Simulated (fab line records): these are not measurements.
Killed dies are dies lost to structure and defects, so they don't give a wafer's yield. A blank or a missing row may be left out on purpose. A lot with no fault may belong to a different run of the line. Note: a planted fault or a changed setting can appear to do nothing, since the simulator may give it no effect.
Struck lot and sound lot, side by side    flow gf180mcu    15 steps out of a route of 602
Sound: wafers L831.1, L831.5, L831.6. Wafers struck: L833.1, L833.2, L833.5. The cause is named last.
Per side, at each step with rows, come the tool, then ch with its chambers, and then its first start. Under that, the readings that differ: sound wafers    struck wafers    difference of the means    sigmas: that difference in standard deviations of wafers without a fault.
alike: same words and numbers on both sides, and readings whose means sit less than 2 such deviations apart. not compared: any withheld reading, any reading some wafer has no value for, any bound like >300 that may hide the same value, and any number with overlapping values for which the record gives no deviation.
A row with sigmas, a row that says differs or no value, or rows on one side alone: a step with any of these is where the two part. Non-overlapping numbers with no deviation appear without sigmas and do not part them. A reading that every wafer of one side lacks parts them only if that side has two wafers or more.

first, 1 step without rows for these wafers: GF_NWELL_IMPLANT_09.
GF_NWELL_STRIP_10: strips in O2/N2.
  sound on plasmaAsher-01 ch 0,1, day 3 13:11; struck on plasmaAsher-03 ch 0,1, day 4 00:43
  alike: drypumpMotorCurrentA, heaterPowerW, oesProductAu, stripTimeToEndpointS
  not compared: rfHoursCounterH
GF_NWELL_TW_MEAS_11:
  sound on filmMetro-01 at day 3 13:17; struck on filmMetro-04 at day 4 00:49
  alike: NWELL_TW
then, 7 steps without rows for these wafers: GF_LVPWELL_DEHYDRATE_00 (time 60 s); GF_LVPWELL_HMDS_01 (prime time 60 s); GF_LVPWELL_COAT_02 (resist thk 3000 nm); GF_LVPWELL_SOFTBAKE_03; GF_LVPWELL_EXPOSE_04 (exposes mask LVPWELL, target cd 600 nm); GF_LVPWELL_PEB_05; GF_LVPWELL_DEVELOP_06 (develop time 60 s).
GF_LVPWELL_OVL_MEAS_07:
  sound on overlay-02 at day 4 02:18; struck on overlay-01 at day 4 13:35
reading           sound           struck       difference  sigmas
LVPWELL_OVL (nm)  -3.1 -2.9 -3.3  0.8 1.0 0.6  +3.9        +2
next, for these wafers, 1 step has no rows: GF_LVPWELL_IMPLANT_08.
GF_LVPWELL_IMPLANT_09:
  sound on implanter-04 ch 0, day 4 02:29; struck on implanter-03 ch 0, day 4 13:46
reading      sound                      struck                         difference  sigmas
doseIonsCm2  5.003e+12 5.001e+12 5e+12  5.206e+12 5.208e+12 5.208e+12  +2.060e+11  +41
GF_LVPWELL_STRIP_10: strips in O2/N2.
  sound on plasmaAsher-03 ch 0,1, day 4 02:38; struck on plasmaAsher-04 ch 0,1, day 4 13:55
reading                   sound              struck             difference  sigmas
heaterPowerW (W)          330 346 312        425 383 438        +86         +2
stripTimeToEndpointS (s)  36.78 36.76 36.98  37.11 37.14 37.11  +0.28       +3
  alike: drypumpMotorCurrentA, oesProductAu
  not compared: rfHoursCounterH
GF_PASSIVATION_PROBE_99:
  sound wafers here have rows in the record (prober-01, day 29 08:17); struck ones have none

## WHERE THEY PART
Last at GF_PASSIVATION_PROBE_99 as far as this record goes, first at GF_LVPWELL_OVL_MEAS_07.

WHY: whatever the simulator had introduced
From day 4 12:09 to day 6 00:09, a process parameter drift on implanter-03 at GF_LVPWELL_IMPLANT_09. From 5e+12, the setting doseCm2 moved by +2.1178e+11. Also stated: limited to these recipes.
